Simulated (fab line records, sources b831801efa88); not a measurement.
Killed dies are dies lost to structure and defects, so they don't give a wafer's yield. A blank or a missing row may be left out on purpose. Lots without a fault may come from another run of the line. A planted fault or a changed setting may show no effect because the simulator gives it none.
One fault seen from 2 desks | flow sky130 | each desk has only its own numbers; what lay behind them comes last

THE METROLOGY DESK
What the gauges read, lot by lot, whatever tool the lot ran on: means of the sampled wafers that have a number. A lot is out of limits, marked OUT, if its mean lies more than 4 standard deviations from the usual mean; the brackets give that distance.
Columns: A = GATE_OXIDE_OXIDATION_00_THK at SKY_GATE_OXIDE_THK_MEAS_02, usual 10.16 nm; B = POLY_GATE_CVD_00_THK at SKY_POLY_GATE_THK_MEAS_01, usual 180.2 nm
lot  | first seen here | A     | B
L782 | day 15 07:44    | 10.23 | 180.7
L785 | day 16 00:10    | 10.20 | 180.1
L786 | day 16 05:56    | 10.13 | 178.9
L788 | day 16 19:37    | 10.29 | 181.9
L792 | day 17 20:46    | 10.38 | 183.0
L793 | day 18 06:20    | 10.12 | 181.5
L797 | day 19 14:49    | 9.99  | 179.3
L798 | day 19 17:50    | 9.89  | 180.7
L799 | day 20 02:14    | 9.71  | 179.3
L800 | day 20 05:28    | 9.87  | 180.3
L801 | day 20 16:43    | 10.00 | 181.6
This desk's finding: nothing out of limits on any of the 11 lots.

THE TOOL OWNER'S DESK: litho_track-03
The tool's own readings at SKY_SONOS_ONO_SOFTBAKE_09 (time 60 s): means of the sampled wafers that have a number, for each lot that ran on this tool. A lot is out of limits, marked OUT, if its mean lies more than 4 standard deviations from the usual mean; the brackets give that distance.
Columns: A = chill_plate_temp_C at SKY_SONOS_ONO_SOFTBAKE_09, usual 23.04 C; B = heater_power_total_W at SKY_SONOS_ONO_SOFTBAKE_09, usual 56.60 W; C = resist_line_temp_C at SKY_SONOS_ONO_SOFTBAKE_09, usual 22.98 C; D = run_length_s at SKY_SONOS_ONO_SOFTBAKE_09, usual 89.12 s
lot  | first seen here | A     | B                       | C     | D
L785 | day 15 08:47    | 22.92 | 66.50 (+99 or more) OUT | 22.93 | 65.88 (-99 or more) OUT
L786 | day 15 14:26    | 23.02 | 66.52 (+99 or more) OUT | 22.95 | 65.99 (-99 or more) OUT
L798 | day 18 23:28    | 23.04 | 56.61                   | 22.87 | 89.12
L799 | day 19 09:14    | 22.96 | 56.57                   | 22.90 | 89.22
L800 | day 19 12:05    | 22.96 | 56.60                   | 23.06 | 89.35
This desk's finding: out of limits on L785, L786; first on L785, day 15 08:47 (heater_power_total_W at SKY_SONOS_ONO_SOFTBAKE_09). In limits: L798, L799, L800.

PUT TOGETHER
The tool owner's desk could have raised an alarm at day 15 08:47, on L785, L786.
The metrology desk saw nothing out of limits.
The metrology desk has L785, L786 on record, within its limits.
Of the lots named, all ran SKY_SONOS_ONO_SOFTBAKE_09 on litho_track-03.

WHAT THE SIMULATOR HAD PUT IN
Process parameter drift: litho_track-03, from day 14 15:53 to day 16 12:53, at SKY_SONOS_ONO_SOFTBAKE_09. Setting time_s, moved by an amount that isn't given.
Lots struck among those shown: L785, L786.
Hours from the fault's start to each desk's first reading out of limits: the tool owner's desk, 17.
